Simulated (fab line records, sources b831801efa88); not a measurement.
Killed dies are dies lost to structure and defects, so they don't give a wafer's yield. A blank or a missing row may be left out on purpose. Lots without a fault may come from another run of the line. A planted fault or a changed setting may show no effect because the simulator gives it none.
Tool commonality check | flow sky130 | 12 lots, 42 wafers sampled

WHY IT WAS OPENED
At SKY_VIA4_RS_MEAS_19 the reading VIA4_W_RS is flagged on 2 of 12 lots. Wafers without a fault read 0.2272 ohm/sq, standard deviation 0.0027.
Rule: a lot is flagged when every wafer of it that has a number lies more than 4 standard deviations from that mean, or none has a number. The other lots count as sound.

lot  | measured     | on            | VIA4_W_RS (ohm/sq), wafer by wafer        | flag
L854 | day 42 11:17 | film_metro-03 | 0.2285 0.2314 0.2305                      |
L855 | day 42 17:17 | film_metro-02 | 0.2294 0.2288 0.2263                      |
L856 | day 43 06:17 | film_metro-02 | 0.2252 0.2302 0.2314                      |
L857 | day 43 06:49 | film_metro-01 | 0.2277 0.2294 0.2287                      |
L858 | day 43 15:28 | film_metro-01 | 0.2280 0.2275 0.2303                      |
L865 | day 45 08:16 | film_metro-02 | 58.894 59.394 58.829 58.905 59.326 58.795 | FLAGGED
L866 | day 45 19:46 | film_metro-03 | 58.298 58.835 59.343 58.263 59.108 59.354 | FLAGGED
L870 | day 47 17:43 | film_metro-02 | 0.2249 0.2277 0.2256                      |
L872 | day 47 19:16 | film_metro-03 | 0.2227 0.2221 0.2231                      |
L874 | day 48 00:36 | film_metro-02 | 0.2265 0.2208 0.2218                      |
L875 | day 48 00:42 | film_metro-01 | 0.2285 0.2295 0.2327                      |
L876 | day 48 05:15 | film_metro-01 | 0.2290 0.2285 0.2287                      |
The numbers of the flagged lots are 58.9453 ohm/sq on average: +58.7181 ohm/sq against the usual, or +99 or more standard deviations.

WHICH TOOL RAN EACH LOT
The record holds 3 process steps before the reading, out of a route of 708 steps. In each cell: the tool, then ch and the chambers that the sampled wafers went through, then the start.
lot  | flag    | SKY_METAL4_SPUTTER_04        | SKY_METAL4_ETCH_17                 | SKY_VIA4_CVD_18
L854 |         | pvd_sputter-01, day 39 08:24 | rie_diel-04 ch 2,3, day 41 09:36   | cvd_w-01 ch 0,1, day 42 11:08
L855 |         | pvd_sputter-01, day 39 17:20 | rie_diel-03 ch 0,2, day 41 16:54   | cvd_w-01 ch 0,1, day 42 17:08
L856 |         | pvd_sputter-02, day 40 06:02 | rie_diel-01 ch 1,2,3, day 42 05:32 | cvd_w-01 ch 0,1, day 43 06:08
L857 |         | pvd_sputter-01, day 40 06:41 | rie_diel-04 ch 0,3, day 42 05:54   | cvd_w-02 ch 0,1, day 43 06:39
L858 |         | pvd_sputter-02, day 40 13:42 | rie_diel-04 ch 0,1,3, day 42 14:47 | cvd_w-02 ch 0,1, day 43 15:20
L865 | FLAGGED | pvd_sputter-01, day 42 10:41 | rie_diel-04 ch 0,2, day 44 08:26   | cvd_w-02 ch 0,1, day 45 08:03
L866 | FLAGGED | pvd_sputter-01, day 43 00:23 | rie_diel-04 ch 0,2,3, day 44 20:04 | cvd_w-01 ch 0,1, day 45 19:35
L870 |         | pvd_sputter-03, day 45 03:17 | rie_diel-01 ch 0,3, day 46 21:15   | cvd_w-01 ch 0,1, day 47 17:35
L872 |         | pvd_sputter-02, day 45 05:47 | rie_diel-03 ch 0,1,2, day 46 22:33 | cvd_w-01 ch 1, day 47 19:06
L874 |         | pvd_sputter-02, day 45 09:52 | rie_diel-01 ch 3, day 47 03:32     | cvd_w-01 ch 0,1, day 48 00:26
L875 |         | pvd_sputter-02, day 45 10:47 | rie_diel-03 ch 0,2,3, day 47 04:18 | cvd_w-02 ch 0,1, day 48 00:32
L876 |         | pvd_sputter-01, day 45 14:08 | rie_diel-04 ch 0,2, day 47 08:08   | cvd_w-01 ch 0, day 48 04:58
What these steps do:
- SKY_METAL4_SPUTTER_04: material TiN, target thk 70 nm, time 58.3 s.
- SKY_METAL4_ETCH_17: etches SiO2 in C4F8/O2/Ar, stops on TiN, time 3.9 s, target depth 15 nm.
- SKY_VIA4_CVD_18: deposits W, target thk 505 nm, time 152.14 s.
- SKY_VIA4_RS_MEAS_19: measures by four-point-probe.

FLAGGED OVER TOTAL, TOOL BY TOOL (the gauges that took the reading come last)
step                  | tool           | lots run | flagged | share of the flagged lots | sound lots run after its first flagged lot
SKY_METAL4_SPUTTER_04 | pvd_sputter-01 | 6        | 2       | all                       | 1 (L876)
SKY_METAL4_SPUTTER_04 | pvd_sputter-02 | 5        | 0       | none                      | -
SKY_METAL4_SPUTTER_04 | pvd_sputter-03 | 1        | 0       | none                      | -
SKY_METAL4_ETCH_17    | rie_diel-01    | 3        | 0       | none                      | -
SKY_METAL4_ETCH_17    | rie_diel-03    | 3        | 0       | none                      | -
SKY_METAL4_ETCH_17    | rie_diel-04    | 6        | 2       | all                       | 1 (L876)
SKY_VIA4_CVD_18       | cvd_w-01       | 8        | 1       | some                      | 4 (L870,L872,L874,L876)
SKY_VIA4_CVD_18       | cvd_w-02       | 4        | 1       | some                      | 1 (L875)
SKY_VIA4_RS_MEAS_19   | film_metro-01  | 4        | 0       | none                      | -
SKY_VIA4_RS_MEAS_19   | film_metro-02  | 5        | 1       | some                      | 2 (L870,L874)
SKY_VIA4_RS_MEAS_19   | film_metro-03  | 3        | 1       | some                      | 1 (L872)

WHAT THE TABLE ALLOWS
2 rows of the table ran every flagged lot: pvd_sputter-01 at SKY_METAL4_SPUTTER_04, rie_diel-04 at SKY_METAL4_ETCH_17.
- pvd_sputter-01 at SKY_METAL4_SPUTTER_04: 2 of its 6 lots flagged. Sound lots ran on it after the first flagged one (L876), which a lasting fault on the whole tool wouldn't allow.
- rie_diel-04 at SKY_METAL4_ETCH_17: 2 of its 6 lots flagged. Sound lots ran on it after the first flagged one (L876), which a lasting fault on the whole tool wouldn't allow.
No row of the table ran every flagged lot and no sound lot after the first.

WHAT THE SIMULATOR HAD PUT IN
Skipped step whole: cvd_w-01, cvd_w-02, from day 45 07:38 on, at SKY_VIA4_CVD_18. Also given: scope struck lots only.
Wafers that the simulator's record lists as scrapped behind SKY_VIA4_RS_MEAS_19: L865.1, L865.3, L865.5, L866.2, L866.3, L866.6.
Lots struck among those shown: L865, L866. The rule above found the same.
